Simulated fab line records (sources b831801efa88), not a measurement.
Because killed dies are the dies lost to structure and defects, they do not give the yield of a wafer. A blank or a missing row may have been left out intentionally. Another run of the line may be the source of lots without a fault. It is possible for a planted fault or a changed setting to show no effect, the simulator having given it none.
Comparing a struck lot with a sound one	flow sky130	18 out of 708 route steps
Sound: these wafers, L962.1, L962.2, L962.6. Struck: wafer L969.5. (L969.6 of the same lot was not struck and is left out.) The cause comes at the end.
Per side, at each step with rows, come the tool, then ch with its chambers, and then its first start. Under that, the readings that differ: sound wafers	struck wafers	difference of the means	sigmas: that difference in standard deviations of wafers without a fault.
alike: readings with means less than 2 such deviations apart, plus words and numbers identical on both sides. not compared: withheld readings, readings lacking a value on some wafer, bounds such as >300 that could conceal the same value, and numbers that have no deviation in the record and whose values overlap.
The two part at a step that has a row with sigmas, a row that says differs or no value, or rows on one side only. When numbers do not overlap yet have no deviation, they are printed without sigmas and do not part them. Lack of a reading on every wafer of one side parts them only where that side has two or more wafers.

first, 3 steps without rows for these wafers: SKY_LI_CONTACT_EXPOSE_09 (exposes mask LICM1, target cd 170 nm); SKY_LI_CONTACT_PEB_10; SKY_LI_CONTACT_DEVELOP_11 (develop time 60 s).
SKY_LI_CONTACT_CD_MEAS_12 targets a cd of 170 nm.
  sound on cdSem-01, day 30 12:41; struck on cdSem-01, day 32 22:11
  alike: cdNm
SKY_LI_CONTACT_OVL_MEAS_13:
  sound on overlay-02, day 30 12:49; struck on overlay-02, day 32 22:15
  alike: LI_CONTACT_OVL
SKY_LI_CONTACT_ETCH_14: etches BARC in N2/H2, stops on SiO2, time 45.9 s, target depth 60 nm.
  sound on rieDiel-04 ch 0,1, day 30 12:51; struck on rieDiel-02 ch 1, day 32 22:17
  alike: drypumpMotorCurrentA, oesProductAu, rfFwdPowerW, throttleValvePct
  not compared: rfHoursCounterH
then, 1 step without rows for these wafers: SKY_LI_CONTACT_ETCH_15 (etches PSG in C4F8/O2/Ar, stops on Si, target depth 600 nm).
SKY_LI_CONTACT_STRIP_16: strips in O2/N2.
  sound on plasmaAsher-03 ch 0,1, day 30 12:59; struck on plasmaAsher-04 ch 0, day 32 22:27
  alike: drypumpMotorCurrentA, oesProductAu, stripTimeToEndpointS
  not compared: rfHoursCounterH
then, 2 steps without rows for these wafers: SKY_LI_CONTACT_CLEAN_17 (cleans in NMP, time 600 s); SKY_LI_CONTACT_PRE_CLEAN_18 (time 5.6 s).
SKY_LI_CONTACT_SPUTTER_19: material Ti, target thk 20 nm, time 106.37 s.
  sound on pvdSputter-01, day 30 13:16; struck on pvdSputter-04, day 32 22:44
  alike: throttleValvePct
SKY_LI_CONTACT_SPUTTER_20: material TiN, target thk 20 nm, time 80 s.
  sound on pvdSputter-01, day 30 13:21; struck on pvdSputter-04, day 32 22:48
  alike: throttleValvePct
SKY_LI_CONTACT_CVD_21: deposits W, target thk 400 nm, time 120.56 s.
  sound on cvdW-02 ch 0,1, day 30 13:25; struck on cvdW-01 ch 1, day 32 22:55
reading	sound	struck	difference	sigmas
model.W_of_LI_CONTACT_CVD_21.thkNm (nm)	401.3 394.3 399.2	297.3	-101.0	
  alike: heaterPowerW
SKY_LI_CONTACT_RS_MEAS_22: measures by four-point-probe.
  sound on filmMetro-04, day 30 13:32; struck on filmMetro-04, day 32 23:20
reading	sound	struck	difference	sigmas
LI_CONTACT_W_RS (ohm/sq)	0.2839 0.2883 0.2847	0.3841	+0.0985	+36
  not compared: hold
SKY_LI_CONTACT_THK_MEAS_23: measures by xrf.
  sound on filmMetro-04, day 30 13:40; struck on filmMetro-04, day 33 00:45
reading	sound	struck	difference	sigmas
LI_CONTACT_W_THK (nm)	398 390 396	298	-97	-16
  not compared: hold
SKY_LI_CONTACT_CMP_24: polishes, stops on PSG, t overpolish 20 s, target thk 0 nm.
  sound on cmp-02 ch 0,1,3, day 30 13:43; struck on cmp-01 ch 1, day 33 03:58
reading	sound	struck	difference	sigmas
hold	- - -	awaitDispo/2.3h/release	no value on the sound wafers	
motorCurrentA (A)	11.6 12.5 12.3	8.5	-3.6	-3
timeToEndpointS (s)	94 92 89	70	-22	-7
  alike: headPressurePsi
SKY_LOCAL_INTERCONNECT_SPUTTER_00: material TiN, target thk 100 nm, time 83.3 s.
  sound on pvdSputter-01, day 30 14:01; struck on pvdSputter-02, day 33 04:06
  alike: throttleValvePct
-- the record jumps here: 15 days lie between the struck wafers' starts before and after (it left off in module LOCAL_INTERCONNECT and takes up again in module PAD_OPEN, whose first step shown is number 708 of the route) --
SKY_PAD_OPEN_PROBE_99:
  sound on prober-01, day 47 01:58; struck on prober-01, day 48 12:41
  alike: killed_at_M0_to_M3, killed_at_M4_up, killedAtContacts, killedAtFrontEnd, killedAtOther, killedDies, killedOpen, killedShort

## WHERE THEY PART
At SKY_LI_CONTACT_RS_MEAS_22 first; at SKY_LI_CONTACT_CMP_24 last (within this record only). Later steps at which nothing parts them and some readings are alike: SKY_LOCAL_INTERCONNECT_SPUTTER_00, SKY_PAD_OPEN_PROBE_99.

WHY: what had been put in by the simulator
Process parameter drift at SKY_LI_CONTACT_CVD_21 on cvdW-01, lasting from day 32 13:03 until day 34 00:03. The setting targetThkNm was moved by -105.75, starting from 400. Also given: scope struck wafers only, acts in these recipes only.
